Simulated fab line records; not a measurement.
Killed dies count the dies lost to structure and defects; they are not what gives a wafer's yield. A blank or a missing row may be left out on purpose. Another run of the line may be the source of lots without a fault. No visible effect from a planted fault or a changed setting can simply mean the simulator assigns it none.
Which tool did it? ; flow gf180mcu ; 21 wafers from 7 lots sampled at 3 of the route's 602 steps

## WHAT EACH GAUGE READ, for each wafer
GF_VT_IMPLANT_TW_MEAS_43.
lot;measured;on;VT_IMPLANT_4_TW
L146;day 7 23:04;film metro-04;696 696 693
L149;day 8 17:22;film metro-04;694 693 694
L153;day 9 19:29;film metro-02;677 673 679
L156;day 10 15:43;film metro-01;695 693 692
L163;day 13 00:02;film metro-02;29 676 677
L166;day 13 15:35;film metro-04;697 695 698
L168;day 14 09:16;film metro-04;694 692 689

## WHICH TOOL RAN EACH LOT (tool, then ch and the chambers of the sampled wafers, then the start)
lot;GF_VT_IMPLANT_STRIP_31;GF_VT_IMPLANT_DEVELOP_39
L146;plasma asher-03 ch 0,1, day 7 07:05;litho track-03 ch 0, day 7 22:38
L149;plasma asher-01 ch 0,1, day 8 00:04;litho track-01 ch 0, day 8 16:55
L153;plasma asher-01 ch 0,1, day 9 01:55;litho track-04 ch 0, day 9 19:02
L156;plasma asher-04 ch 0,1, day 9 21:22;litho track-01 ch 0, day 10 15:18
L163;plasma asher-04 ch 0,1, day 12 03:56;litho track-04 ch 0, day 12 23:37
L166;plasma asher-01 ch 0,1, day 12 19:29;litho track-01 ch 0, day 13 15:10
L168;plasma asher-01 ch 0,1, day 13 11:52;litho track-01 ch 0, day 14 08:49
- GF_VT_IMPLANT_STRIP_31: strips in O2/N2.
- GF_VT_IMPLANT_DEVELOP_39: develop time 60 s.

## THE ANSWER, worked out from the rows above alone
Rule: the usual values come from the lots themselves. Put in order of their means at a reading, lots are off if they are a third of the lots or fewer, leave a main group of 4 or more, and stand apart from it by a gap of 3 or more times the standard deviation of the main group's means; of several such gaps the widest counts. The tables above print the reading to a certain number of digits; a main group whose means all agree to those digits is not used. A lot without any number at a reading at which 4 lots or more have one is off too. The other lots that the step has rows for count as sound.
Off: L163, seen at GF_VT_IMPLANT_TW_MEAS_43 (VT_IMPLANT_4_TW). The main group has a mean of 691 with a standard deviation of 6.8.
A tool fits if, at a process step before that reading, it ran every lot that is off, and no sound lot after the first of them. The gauges at GF_VT_IMPLANT_TW_MEAS_43 are tried like those tools. Can't be told from this: 3 tools fit, plasma asher-04 at GF_VT_IMPLANT_STRIP_31, litho track-04 at GF_VT_IMPLANT_DEVELOP_39, film metro-02 at GF_VT_IMPLANT_TW_MEAS_43.

## WHAT THE SIMULATOR HAD INSERTED
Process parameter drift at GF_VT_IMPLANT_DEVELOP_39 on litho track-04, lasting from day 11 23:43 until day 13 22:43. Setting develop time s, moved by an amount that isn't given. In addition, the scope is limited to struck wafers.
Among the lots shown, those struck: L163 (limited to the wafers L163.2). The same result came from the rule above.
